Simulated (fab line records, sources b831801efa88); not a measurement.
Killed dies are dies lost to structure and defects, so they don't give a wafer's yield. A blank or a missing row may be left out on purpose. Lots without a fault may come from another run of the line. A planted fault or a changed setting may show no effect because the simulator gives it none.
One fault seen from 2 desks | flow sky130 | each desk has only its own numbers; what lay behind them comes last

THE TOOL OWNER'S DESK: implanter-04
The tool's own readings at SKY_LDD_N_IMPLANT_14: means of the sampled wafers that have a number, for each lot that ran on this tool. A lot is out of limits, marked OUT, if its mean lies more than 4 standard deviations from the usual mean; the brackets give that distance.
Columns: A = dose_ions_cm2 at SKY_LDD_N_IMPLANT_14, usual 5e+12; B = end_station_pressure_torr at SKY_LDD_N_IMPLANT_14, usual 5.02e-06 Torr; C = faraday_current_uA at SKY_LDD_N_IMPLANT_14, usual 28.3; D = rotation_deg at SKY_LDD_N_IMPLANT_14, usual 180.00 degrees
lot  | first seen here | A                       | B        | C              | D
L586 | day 19 19:23    | 5e+12                   | 5.15e-06 | 28.6           | 180.07
L591 | day 20 22:10    | 5e+12                   | 5.12e-06 | 28.3           | 179.98
L593 | day 21 05:24    | 5e+12                   | 5.06e-06 | 28.8           | 180.02
L597 | day 22 15:15    | 1e+13 (+99 or more) OUT | 4.89e-06 | 55.2 (+46) OUT | 179.96
L599 | day 23 09:25    | 1e+13 (+99 or more) OUT | 4.88e-06 | 55.4 (+47) OUT | 180.01
This desk's finding: out of limits on L597, L599; first on L597, day 22 15:15 (dose_ions_cm2 at SKY_LDD_N_IMPLANT_14). In limits: L586, L591, L593.

THE METROLOGY DESK
What the gauges read, lot by lot, whatever tool the lot ran on: means of the sampled wafers that have a number. A lot is out of limits, marked OUT, if its mean lies more than 4 standard deviations from the usual mean; the brackets give that distance.
Columns: A = LDD_P_OVL at SKY_LDD_P_OVL_MEAS_08, usual 0.2 nm; B = LDD_HVP_OVL at SKY_LDD_HVP_OVL_MEAS_07, usual 1.7 nm
lot  | first seen here | A    | B
L585 | day 19 21:24    | -0.2 | 1.6
L586 | day 21 02:06    | 1.6  | 3.6
L587 | day 21 03:09    | 2.6  | 2.1
L592 | day 22 02:02    | 1.6  | 3.5
L590 | day 22 03:48    | -0.3 | 2.6
L591 | day 22 05:18    | 1.9  | 0.3
L593 | day 22 12:01    | 1.0  | 1.5
L597 | day 23 21:48    | -0.8 | 2.8
L599 | day 24 15:29    | -0.8 | 0.2
L600 | day 24 23:48    | 0.2  | 1.0
L602 | day 25 12:29    | 1.4  | 0.1
L603 | day 25 22:17    | 1.6  | 0.7
L607 | day 27 08:00    | 0.8  | 1.6
This desk's finding: nothing out of limits on any of the 13 lots.

PUT TOGETHER
The tool owner's desk could have raised an alarm at day 22 15:15, on L597, L599.
The metrology desk saw nothing out of limits.
The metrology desk has L597, L599 on record, within its limits.
Of the lots named, all ran SKY_LDD_N_IMPLANT_14 on implanter-04.

WHAT THE SIMULATOR HAD PUT IN
Process parameter drift: implanter-04, from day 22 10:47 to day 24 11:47, at SKY_LDD_N_IMPLANT_14. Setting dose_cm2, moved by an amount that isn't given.
Lots struck among those shown: L597, L599.
Hours from the fault's start to each desk's first reading out of limits: the tool owner's desk, 4.
